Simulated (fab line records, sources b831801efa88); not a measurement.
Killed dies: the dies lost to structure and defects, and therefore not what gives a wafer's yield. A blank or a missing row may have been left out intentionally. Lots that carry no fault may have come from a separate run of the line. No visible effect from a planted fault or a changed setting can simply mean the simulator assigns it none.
fab line records    flow sky130    part 1 of 2: steps 1 to 34 of 46
[record] lots = 5  wafers = 15  last_day = 50
route steps=708 shown PWDE@84 VT_ADJUST_HVTP@85 VT_ADJUST_LVTN@97 VT_ADJUST_NCORE@119
lots untouched by any fault: they come from a run of this same line in which no faults occurred
start_h: hours from the record's first day to the start of the lot's first wafer shown    wait_h: time in hours since the lot's previous step    " unchanged from the row above    L1.1+2: a single row standing in for several wafers    - no value, or no start was given    * or withheld: withheld    < > ~ a bound
route shown NAME@n: a module of which the file shows steps, and the number in the route of the first    usual: the fault-free wafers' mean and standard deviation    same: alike in all rows    chamber/n: place in a boat    sites: readings site by site    _std_site: the standard deviation of these    _edge_site: the outer-site mean with the inner-site mean subtracted    radius_mm: for every site, how far away it sits from the centre of the wafer    mask NAME#n: copy n    behind: the last tool/chamber to shape the wafer    hold: why the lot went on hold/how many hours it stayed there/how the hold came to an end    device: whichever transistor did not switch (one of n, p or np)    end of line: tests of these same wafers at the route's end    a step given without rows: its recipe and nothing more    killed: the dies lost at the first sort to structure and to defects; this is not the yield of the wafer    map: dies across one wafer; x = killed, . = not, _ = none there
set.NAME: setting as actually run; set.NAME@STEP: the setting as run at that earlier step    model.NAME: the simulator's own value behind a step, which no gauge read
certain route steps with their lots: each step a table, each wafer a row
services: from which hour (start_h, from the record's first day; less than 0 if before it) a tool's chamber was out of use, for how many hours, and why
[[steps]]
[step SKY_NWELL_RS_MEAS_31]
[recipe] thk_meas_gauge = four-point-probe
[usual] PWDE_RS = 5275/17
lot.wafer  tool           chamber  start_h  wait_h  PWDE_RS[ohm/sq]
L074.2     film_metro-02  -        105.00   0.1     5292
L074.3     "              -        "        "       5284
L074.6     "              -        "        "       5265
L075.2     film_metro-03  -        110.50   0.1     5240
L075.3     "              -        "        "       5256
L075.4     "              -        "        "       5261
L085.4     film_metro-03  -        171.68   0.1     5273
L085.5     "              -        "        "       5299
L085.6     "              -        "        "       5263
L093.1     film_metro-01  -        223.53   0.1     5313
L093.3     "              -        "        "       5299
L093.5     "              -        "        "       5301
L095.2     film_metro-02  -        234.75   0.1     5285
L095.4     "              -        "        "       5300
L095.5     "              -        "        "       5291
[step SKY_VT_ADJUST_HVTP_DEHYDRATE_00]
[recipe] temp_c = 200  time_s = 60
lot.wafer   tool            chamber  start_h  wait_h
L074.2+3+6  litho_track-01  0        112.83   7.8
L075.2+3+4  litho_track-01  0        118.78   8.3
L085.4+5+6  litho_track-01  0        181.38   9.7
L093.1+3+5  litho_track-02  0        234.32   10.8
L095.2+4+5  litho_track-01  0        245.83   11.1
[step SKY_VT_ADJUST_HVTP_HMDS_01]
[recipe] prime_time_s = 60  prime_temp_c = 120
lot.wafer   tool            chamber  start_h  wait_h
L074.2+3+6  litho_track-01  0        112.98   0.1
L075.2+3+4  litho_track-01  0        118.93   0.1
L085.4+5+6  litho_track-01  0        181.53   0.1
L093.1+3+5  litho_track-02  0        234.47   0.1
L095.2+4+5  litho_track-01  0        245.98   0.1
[step SKY_VT_ADJUST_HVTP_COAT_02]
[recipe] resist = NOVOLAK  spin_rpm = 3000  resist_thk_nm = 1140
lot.wafer   tool            chamber  start_h  wait_h
L074.2+3+6  litho_track-01  0        113.13   0.1
L075.2+3+4  litho_track-01  0        119.08   0.1
L085.4+5+6  litho_track-01  0        181.68   0.1
L093.1+3+5  litho_track-02  0        234.62   0.1
L095.2+4+5  litho_track-01  0        246.13   0.1
[step SKY_VT_ADJUST_HVTP_SOFTBAKE_03]
[recipe] temp_c = 90  time_s = 60  resist = NOVOLAK
lot.wafer   tool            chamber  start_h  wait_h
L074.2+3+6  litho_track-01  0        113.28   0.1
L075.2+3+4  litho_track-01  0        119.23   0.1
L085.4+5+6  litho_track-01  0        181.83   0.1
L093.1+3+5  litho_track-02  0        234.77   0.1
L095.2+4+5  litho_track-01  0        246.28   0.1
[step SKY_VT_ADJUST_HVTP_EXPOSE_04]
[recipe] mask_id = HVTPM  na = 0.6  source_shape = conventional  sigma_outer = 0.6  polarization = unpolarized  target_cd_nm = 380  dose_mj = 140
lot.wafer   tool              chamber  start_h  wait_h  mask
L074.2+3+6  iline_stepper-02  0        -        -       HVTPM#0
L075.2+3+4  iline_stepper-02  0        -        -       HVTPM#0
L085.4+5+6  iline_stepper-02  0        -        -       HVTPM#0
L093.1+3+5  iline_stepper-02  0        -        -       HVTPM#0
L095.2+4+5  iline_stepper-02  0        -        -       HVTPM#0
[step SKY_VT_ADJUST_HVTP_PEB_05]
[recipe] temp_c = withheld  time_s = *  resist = NOVOLAK
lot.wafer   tool            chamber  start_h  wait_h
L074.2+3+6  litho_track-02  0        -        -
L075.2+3+4  litho_track-02  0        -        -
L085.4+5+6  litho_track-02  0        -        -
L093.1+3+5  litho_track-04  0        -        -
L095.2+4+5  litho_track-04  0        -        -
[step SKY_VT_ADJUST_HVTP_DEVELOP_06]
[recipe] resist = NOVOLAK  developer = TMAH  develop_time_s = 60  dev_temp_c = 23
[usual] developer_temp_C = 22.99/0.11
lot.wafer  tool            chamber  start_h  wait_h  developer_temp_C
L074.2     litho_track-02  0        122.15   0.1     22.98
L074.3     "               0        "        "       23.03
L074.6     "               0        "        "       22.86
L075.2     litho_track-02  0        128.25   0.1     23.10
L075.3     "               0        "        "       22.99
L075.4     "               0        "        "       23.07
L085.4     litho_track-02  0        192.55   0.1     23.01
L085.5     "               0        "        "       23.07
L085.6     "               0        "        "       23.00
L093.1     litho_track-04  0        246.14   0.1     23.22
L093.3     "               0        "        "       23.05
L093.5     "               0        "        "       23.25
L095.2     litho_track-04  0        257.81   0.1     22.90
L095.4     "               0        "        "       22.96
L095.5     "               0        "        "       23.00
[step SKY_VT_ADJUST_HVTP_CD_MEAS_07]
[recipe] target_cd_nm = 380
[usual] cd_nm = 380.8/2.8
lot.wafer  tool       chamber  start_h  wait_h  cd_nm
L074.2     cd_sem-01  -        122.29   0.1     378.3
L074.3     "          -        "        "       378.6
L074.6     "          -        "        "       380.9
L075.2     cd_sem-01  -        128.39   0.1     383.0
L075.3     "          -        "        "       387.8
L075.4     "          -        "        "       387.7
L085.4     cd_sem-01  -        192.68   0.1     383.4
L085.5     "          -        "        "       382.4
L085.6     "          -        "        "       384.4
L093.1     cd_sem-01  -        246.29   0.1     383.6
L093.3     "          -        "        "       384.7
L093.5     "          -        "        "       385.1
L095.2     cd_sem-02  -        257.96   0.1     379.7
L095.4     "          -        "        "       380.2
L095.5     "          -        "        "       385.7
[step SKY_VT_ADJUST_HVTP_OVL_MEAS_08]
[usual] VT_ADJUST_HVTP_OVL = -0.5/1.4
lot.wafer  tool        chamber  start_h  wait_h  VT_ADJUST_HVTP_OVL[nm]
L074.2     overlay-01  -        122.40   0.1     0.1
L074.3     "           -        "        "       -1.6
L074.6     "           -        "        "       1.7
L075.2     overlay-01  -        128.50   0.1     -2.1
L075.3     "           -        "        "       -0.1
L075.4     "           -        "        "       0.1
L085.4     overlay-02  -        192.76   0.1     2.2
L085.5     "           -        "        "       2.5
L085.6     "           -        "        "       0.9
L093.1     overlay-01  -        246.41   0.1     0.2
L093.3     "           -        "        "       -0.5
L093.5     "           -        "        "       1.5
L095.2     overlay-02  -        258.06   0.1     -1.2
L095.4     "           -        "        "       -0.1
L095.5     "           -        "        "       -1.1
[step SKY_VT_ADJUST_HVTP_IMPLANT_09]
[recipe] species = As  energy_kev = 150  dose_cm2 = 4.3e+12  tilt_deg = withheld
lot.wafer   tool          chamber  start_h  wait_h
L074.2+3+6  implanter-04  0        122.46   0.0
L075.2+3+4  implanter-04  0        128.56   0.0
L085.4+5+6  implanter-03  0        192.86   0.1
L093.1+3+5  implanter-01  0        246.44   0.0
L095.2+4+5  implanter-03  0        258.12   0.0
[step SKY_VT_ADJUST_HVTP_STRIP_10]
[recipe] chemistry = O2/N2  power_w = 1400  pressure_mtorr = 1500  platen_temp_c = withheld  o2_flow_sccm = 3000  n2_flow_sccm = 300  overash_fraction = 0.5
[usual] drypump_motor_current_A = 5.69/0.3  oes_product_au = 0.716/0.0051  strip_time_to_endpoint_s = 14.19/0.034
lot.wafer  tool             chamber  start_h  wait_h  drypump_motor_current_A  oes_product_au  rf_hours_counter_h  strip_time_to_endpoint_s
L074.2     plasma_asher-03  0        122.58   0.1     5.76                     0.715           43                  14.23
L074.3     "                0        "        "       5.76                     0.711           -                   14.28
L074.6     "                0        "        "       5.77                     0.707           -                   14.23
L075.2     plasma_asher-04  0        128.68   0.1     5.79                     0.713           1                   14.19
L075.3     "                1        "        "       6.21                     0.711           -                   14.17
L075.4     "                0        "        "       5.77                     0.705           -                   14.18
L085.4     plasma_asher-01  1        192.96   0.1     5.53                     0.711           -                   14.16
L085.5     "                0        "        "       5.29                     0.718           -                   14.20
L085.6     "                1        "        "       5.56                     0.721           -                   14.20
L093.1     plasma_asher-01  1        246.59   0.1     5.54                     0.718           43                  14.21
L093.3     "                1        "        "       5.54                     0.711           -                   14.18
L093.5     "                1        "        "       5.57                     0.720           -                   14.18
L095.2     plasma_asher-04  1        258.24   0.1     6.19                     0.719           14                  14.17
L095.4     "                0        "        "       5.80                     0.718           -                   14.15
L095.5     "                0        "        "       5.76                     0.706           -                   14.15
[step SKY_VT_ADJUST_HVTP_TW_MEAS_11]
[usual] VT_ADJUST_HVTP_TW = 1361/6.3
lot.wafer  tool           chamber  start_h  wait_h  VT_ADJUST_HVTP_TW
L074.2     film_metro-02  -        122.69   0.1     1355
L074.3     "              -        "        "       1358
L074.6     "              -        "        "       1363
L075.2     film_metro-02  -        128.79   0.1     1357
L075.3     "              -        "        "       1357
L075.4     "              -        "        "       1357
L085.4     film_metro-02  -        193.06   0.1     1354
L085.5     "              -        "        "       1345
L085.6     "              -        "        "       1357
L093.1     film_metro-01  -        246.69   0.1     1357
L093.3     "              -        "        "       1362
L093.5     "              -        "        "       1357
L095.2     film_metro-02  -        258.35   0.1     1367
L095.4     "              -        "        "       1359
L095.5     "              -        "        "       1355
[step SKY_VT_ADJUST_LVTN_DEHYDRATE_00]
[recipe] temp_c = 200  time_s = 60
lot.wafer   tool            chamber  start_h  wait_h
L074.2+3+6  litho_track-02  0        131.60   8.9
L075.2+3+4  litho_track-03  0        137.61   8.8
L085.4+5+6  litho_track-04  0        202.91   9.8
L093.1+3+5  litho_track-04  0        257.94   11.2
L095.2+4+5  litho_track-03  0        269.81   11.4
[step SKY_VT_ADJUST_LVTN_HMDS_01]
[recipe] prime_time_s = 60  prime_temp_c = 120
lot.wafer   tool            chamber  start_h  wait_h
L074.2+3+6  litho_track-02  0        131.75   0.1
L075.2+3+4  litho_track-03  0        137.76   0.1
L085.4+5+6  litho_track-04  0        203.06   0.1
L093.1+3+5  litho_track-04  0        258.09   0.1
L095.2+4+5  litho_track-03  0        269.96   0.1
[step SKY_VT_ADJUST_LVTN_COAT_02]
[recipe] spin_rpm = 2000  resist_thk_nm = 3000
lot.wafer   tool            chamber  start_h  wait_h
L074.2+3+6  litho_track-02  0        131.90   0.1
L075.2+3+4  litho_track-03  0        137.91   0.1
L085.4+5+6  litho_track-04  0        203.21   0.1
L093.1+3+5  litho_track-04  0        258.24   0.1
L095.2+4+5  litho_track-03  0        270.11   0.1
[step SKY_VT_ADJUST_LVTN_SOFTBAKE_03]
[recipe] temp_c = 110  time_s = withheld
lot.wafer   tool            chamber  start_h  wait_h
L074.2+3+6  litho_track-02  0        132.06   0.1
L075.2+3+4  litho_track-03  0        138.07   0.1
L085.4+5+6  litho_track-04  0        203.39   0.1
L093.1+3+5  litho_track-04  0        258.39   0.1
L095.2+4+5  litho_track-03  0        270.27   0.1
[step SKY_VT_ADJUST_LVTN_EXPOSE_04]
[recipe] mask_id = NWM_COMPLEMENT_LESS_NATIVE  na = 0.6  source_shape = conventional  sigma_outer = 0.6  polarization = unpolarized  target_cd_nm = 840  dose_mj = 194
lot.wafer   tool              chamber  start_h  wait_h  mask
L074.2+3+6  iline_stepper-01  0        -        -       NWM_COMPLEMENT_LESS_NATIVE#0
L075.2+3+4  iline_stepper-01  0        -        -       NWM_COMPLEMENT_LESS_NATIVE#0
L085.4+5+6  iline_stepper-02  0        -        -       NWM_COMPLEMENT_LESS_NATIVE#0
L093.1+3+5  iline_stepper-02  0        -        -       NWM_COMPLEMENT_LESS_NATIVE#0
L095.2+4+5  iline_stepper-01  0        -        -       NWM_COMPLEMENT_LESS_NATIVE#0
[step SKY_VT_ADJUST_LVTN_PEB_05]
[recipe] temp_c = 115  time_s = withheld
lot.wafer   tool            chamber  start_h  wait_h
L074.2+3+6  litho_track-04  0        -        -
L075.2+3+4  litho_track-02  0        -        -
L085.4+5+6  litho_track-03  0        -        -
L093.1+3+5  litho_track-04  0        -        -
L095.2+4+5  litho_track-02  0        -        -
[step SKY_VT_ADJUST_LVTN_DEVELOP_06]
[recipe] wall_angle_deg = 90  developer = TMAH  develop_time_s = 60  dev_temp_c = 23
[usual] developer_temp_C = 23.02/0.1
lot.wafer  tool            chamber  start_h  wait_h  developer_temp_C
L074.2     litho_track-04  0        -        -       23.18
L074.3     "               0        "        "       23.11
L074.6     "               0        "        "       23.03
L075.2     litho_track-02  0        -        -       23.02
L075.3     "               0        "        "       23.04
L075.4     "               0        "        "       23.29
L085.4     litho_track-03  0        -        -       22.93
L085.5     "               0        "        "       22.84
L085.6     "               0        "        "       22.88
L093.1     litho_track-04  0        -        -       23.01
L093.3     "               0        "        "       23.10
L093.5     "               0        "        "       22.84
L095.2     litho_track-02  0        -        -       23.09
L095.4     "               0        "        "       23.08
L095.5     "               0        "        "       22.93
[step SKY_VT_ADJUST_LVTN_OVL_MEAS_07]
[usual] VT_ADJUST_LVTN_OVL = 0.2/1.5
lot.wafer  tool        chamber  start_h  wait_h  VT_ADJUST_LVTN_OVL[nm]
L074.2     overlay-02  -        141.00   -       -2.1
L074.3     "           -        "        "       -3.0
L074.6     "           -        "        "       -2.0
L075.2     overlay-02  -        147.78   -       0.1
L075.3     "           -        "        "       0.5
L075.4     "           -        "        "       0.3
L085.4     overlay-02  -        214.95   -       0.0
L085.5     "           -        "        "       -2.7
L085.6     "           -        "        "       -3.1
L093.1     overlay-01  -        270.59   -       1.9
L093.3     "           -        "        "       -1.1
L093.5     "           -        "        "       -0.1
L095.2     overlay-01  -        281.88   -       1.6
L095.4     "           -        "        "       1.3
L095.5     "           -        "        "       1.8
[step SKY_VT_ADJUST_LVTN_IMPLANT_08]
[recipe] species = B  energy_kev = 30  dose_cm2 = 1.57e+12  tilt_deg = withheld
lot.wafer   tool          chamber  start_h  wait_h
L074.2+3+6  implanter-02  0        141.05   0.0
L075.2+3+4  implanter-01  0        147.84   0.0
L085.4+5+6  implanter-03  0        215.04   0.1
L093.1+3+5  implanter-02  0        270.62   0.0
L095.2+4+5  implanter-02  0        281.93   0.0
[step SKY_VT_ADJUST_LVTN_STRIP_09]
[recipe] chemistry = O2/N2  power_w = 1400  pressure_mtorr = 1500  platen_temp_c = withheld  o2_flow_sccm = 3000  n2_flow_sccm = 300  overash_fraction = 0.5
[usual] drypump_motor_current_A = 5.49/0.25  oes_product_au = 0.722/0.0045  strip_time_to_endpoint_s = 36.94/0.12
lot.wafer  tool             chamber  start_h  wait_h  drypump_motor_current_A  oes_product_au  rf_hours_counter_h  strip_time_to_endpoint_s
L074.2     plasma_asher-02  0        141.18   0.1     5.83                     0.722           45                  37.11
L074.3     "                0        "        "       5.87                     0.727           -                   37.05
L074.6     "                0        "        "       5.89                     0.723           -                   37.08
L075.2     plasma_asher-01  0        147.96   0.1     5.32                     0.723           34                  36.69
L075.3     "                1        "        "       5.54                     0.717           -                   36.65
L075.4     "                0        "        "       5.33                     0.713           -                   36.72
L085.4     plasma_asher-01  1        215.15   0.1     5.53                     0.720           -                   36.82
L085.5     "                0        "        "       5.35                     0.724           -                   36.85
L085.6     "                1        "        "       5.53                     0.720           -                   36.95
L093.1     plasma_asher-03  0        270.77   0.1     5.73                     0.719           58                  37.10
L093.3     "                1        "        "       5.49                     0.719           -                   37.05
L093.5     "                1        "        "       5.46                     0.720           -                   37.06
L095.2     plasma_asher-02  1        282.06   0.1     5.09                     0.726           59                  36.93
L095.4     "                1        "        "       5.08                     0.720           -                   36.99
L095.5     "                0        "        "       5.88                     0.721           -                   37.01
[step SKY_VT_ADJUST_LVTN_TW_MEAS_10]
[usual] VT_ADJUST_LVTN_TW = 241.3/1.9
lot.wafer  tool           chamber  start_h  wait_h  VT_ADJUST_LVTN_TW
L074.2     film_metro-04  -        141.29   0.1     243.6
L074.3     "              -        "        "       243.9
L074.6     "              -        "        "       243.5
L075.2     film_metro-02  -        148.07   0.1     240.3
L075.3     "              -        "        "       240.8
L075.4     "              -        "        "       240.2
L085.4     film_metro-02  -        215.25   0.1     241.4
L085.5     "              -        "        "       240.9
L085.6     "              -        "        "       240.2
L093.1     film_metro-03  -        270.87   0.1     237.8
L093.3     "              -        "        "       236.3
L093.5     "              -        "        "       236.7
L095.2     film_metro-02  -        282.17   0.1     242.6
L095.4     "              -        "        "       242.8
L095.5     "              -        "        "       241.6
[step SKY_VT_ADJUST_LVTN_DEHYDRATE_11]
[recipe] temp_c = 200  time_s = 60
lot.wafer   tool            chamber  start_h  wait_h
L074.2+3+6  litho_track-04  0        151.06   9.8
L075.2+3+4  litho_track-03  0        157.56   9.5
L085.4+5+6  litho_track-03  0        225.76   10.5
L093.1+3+5  litho_track-04  0        281.94   11.1
L095.2+4+5  litho_track-04  0        294.01   11.8
[step SKY_VT_ADJUST_LVTN_HMDS_12]
[recipe] prime_time_s = 60  prime_temp_c = 120
lot.wafer   tool            chamber  start_h  wait_h
L074.2+3+6  litho_track-04  0        151.21   0.1
L075.2+3+4  litho_track-03  0        157.71   0.1
L085.4+5+6  litho_track-03  0        225.91   0.1
L093.1+3+5  litho_track-04  0        282.09   0.1
L095.2+4+5  litho_track-04  0        294.16   0.1
[step SKY_VT_ADJUST_LVTN_COAT_13]
[recipe] resist = NOVOLAK  spin_rpm = 3000  resist_thk_nm = 1140
lot.wafer   tool            chamber  start_h  wait_h
L074.2+3+6  litho_track-04  0        151.36   0.1
L075.2+3+4  litho_track-03  0        157.86   0.1
L085.4+5+6  litho_track-03  0        226.06   0.1
L093.1+3+5  litho_track-04  0        282.24   0.1
L095.2+4+5  litho_track-04  0        294.31   0.1
[step SKY_VT_ADJUST_LVTN_SOFTBAKE_14]
[recipe] temp_c = 90  time_s = 60  resist = NOVOLAK
lot.wafer   tool            chamber  start_h  wait_h
L074.2+3+6  litho_track-04  0        151.51   0.1
L075.2+3+4  litho_track-03  0        158.01   0.1
L085.4+5+6  litho_track-03  0        226.21   0.1
L093.1+3+5  litho_track-04  0        282.39   0.1
L095.2+4+5  litho_track-04  0        294.46   0.1
[step SKY_VT_ADJUST_LVTN_EXPOSE_15]
[recipe] mask_id = HVN_STD_DERIVED  na = 0.6  source_shape = conventional  sigma_outer = 0.6  polarization = unpolarized  target_cd_nm = 600  dose_mj = 163
lot.wafer   tool              chamber  start_h  wait_h  mask
L074.2+3+6  iline_stepper-01  0        -        -       HVN_STD_DERIVED#0
L075.2+3+4  iline_stepper-02  0        -        -       HVN_STD_DERIVED#0
L085.4+5+6  iline_stepper-02  0        -        -       HVN_STD_DERIVED#0
L093.1+3+5  iline_stepper-02  0        -        -       HVN_STD_DERIVED#0
L095.2+4+5  iline_stepper-01  0        -        -       HVN_STD_DERIVED#0
[step SKY_VT_ADJUST_LVTN_PEB_16]
[recipe] temp_c = withheld  time_s = *  resist = NOVOLAK
lot.wafer   tool            chamber  start_h  wait_h
L074.2+3+6  litho_track-04  0        -        -
L075.2+3+4  litho_track-02  0        -        -
L085.4+5+6  litho_track-04  0        -        -
L093.1+3+5  litho_track-03  0        -        -
L095.2+4+5  litho_track-03  0        -        -
[step SKY_VT_ADJUST_LVTN_DEVELOP_17]
[recipe] resist = NOVOLAK  developer = TMAH  develop_time_s = 60  dev_temp_c = 23
[usual] developer_temp_C = 23.02/0.092
lot.wafer  tool            chamber  start_h  wait_h  developer_temp_C
L074.2     litho_track-04  0        161.21   0.1     23.06
L074.3     "               0        "        "       23.04
L074.6     "               0        "        "       23.07
L075.2     litho_track-02  0        167.85   0.1     22.99
L075.3     "               0        "        "       23.13
L075.4     "               0        "        "       23.03
L085.4     litho_track-04  0        237.51   0.1     22.89
L085.5     "               0        "        "       22.90
L085.6     "               0        "        "       22.96
L093.1     litho_track-03  0        295.03   0.1     23.11
L093.3     "               0        "        "       22.96
L093.5     "               0        "        "       23.15
L095.2     litho_track-03  0        307.61   0.1     23.07
L095.4     "               0        "        "       23.13
L095.5     "               0        "        "       22.83
[step SKY_VT_ADJUST_LVTN_OVL_MEAS_18]
[usual] VT_ADJUST_LVTN_01_OVL = 0.9/1.5
lot.wafer  tool        chamber  start_h  wait_h  VT_ADJUST_LVTN_01_OVL[nm]
L074.2     overlay-02  -        161.34   0.1     -1.6
L074.3     "           -        "        "       -0.8
L074.6     "           -        "        "       0.1
L075.2     overlay-02  -        167.98   0.1     0.3
L075.3     "           -        "        "       2.4
L075.4     "           -        "        "       1.4
L085.4     overlay-01  -        237.61   0.1     -0.2
L085.5     "           -        "        "       -0.2
L085.6     "           -        "        "       0.1
L093.1     overlay-02  -        295.18   0.1     0.5
L093.3     "           -        "        "       0.7
L093.5     "           -        "        "       -1.5
L095.2     overlay-01  -        307.74   0.1     1.8
L095.4     "           -        "        "       0.9
L095.5     "           -        "        "       0.0
[step SKY_VT_ADJUST_LVTN_IMPLANT_19]
[recipe] species = B  energy_kev = 30  dose_cm2 = 6.5e+11  tilt_deg = withheld
lot.wafer   tool          chamber  start_h  wait_h
L074.2+3+6  implanter-03  0        161.40   0.0
L075.2+3+4  implanter-02  0        168.04   0.0
L085.4+5+6  implanter-02  0        237.70   0.1
L093.1+3+5  implanter-02  0        295.22   0.0
L095.2+4+5  implanter-03  0        307.79   0.0
[step SKY_VT_ADJUST_LVTN_STRIP_20]
[recipe] chemistry = O2/N2  power_w = 1400  pressure_mtorr = 1500  platen_temp_c = withheld  o2_flow_sccm = 3000  n2_flow_sccm = 300  overash_fraction = 0.5
[usual] drypump_motor_current_A = 5.48/0.27  oes_product_au = 0.715/0.0048  strip_time_to_endpoint_s = 14.18/0.041
lot.wafer  tool             chamber  start_h  wait_h  drypump_motor_current_A  oes_product_au  rf_hours_counter_h  strip_time_to_endpoint_s
L074.2     plasma_asher-02  1        161.52   0.1     5.08                     0.715           47                  14.19
L074.3     "                0        "        "       5.87                     0.713           -                   14.19
L074.6     "                0        "        "       5.91                     0.724           -                   14.22
L075.2     plasma_asher-02  0        168.16   0.1     5.87                     0.711           48                  14.14
L075.3     "                0        "        "       5.87                     0.720           -                   14.14
L075.4     "                1        "        "       5.08                     0.715           -                   14.14
L085.4     plasma_asher-01  1        237.81   0.1     5.58                     0.715           -                   14.19
L085.5     "                1        "        "       5.55                     0.715           -                   14.19
L085.6     "                0        "        "       5.33                     0.717           -                   14.17
L093.1     plasma_asher-02  0        295.37   0.1     5.90                     0.713           60                  14.22
L093.3     "                1        "        "       5.09                     0.720           -                   14.21
L093.5     "                0        "        "       5.88                     0.723           -                   14.19
L095.2     plasma_asher-01  0        307.92   0.1     5.30                     0.718           49                  14.18
L095.4     "                0        "        "       5.31                     0.719           -                   14.22
L095.5     "                0        "        "       5.32                     0.708           -                   14.21
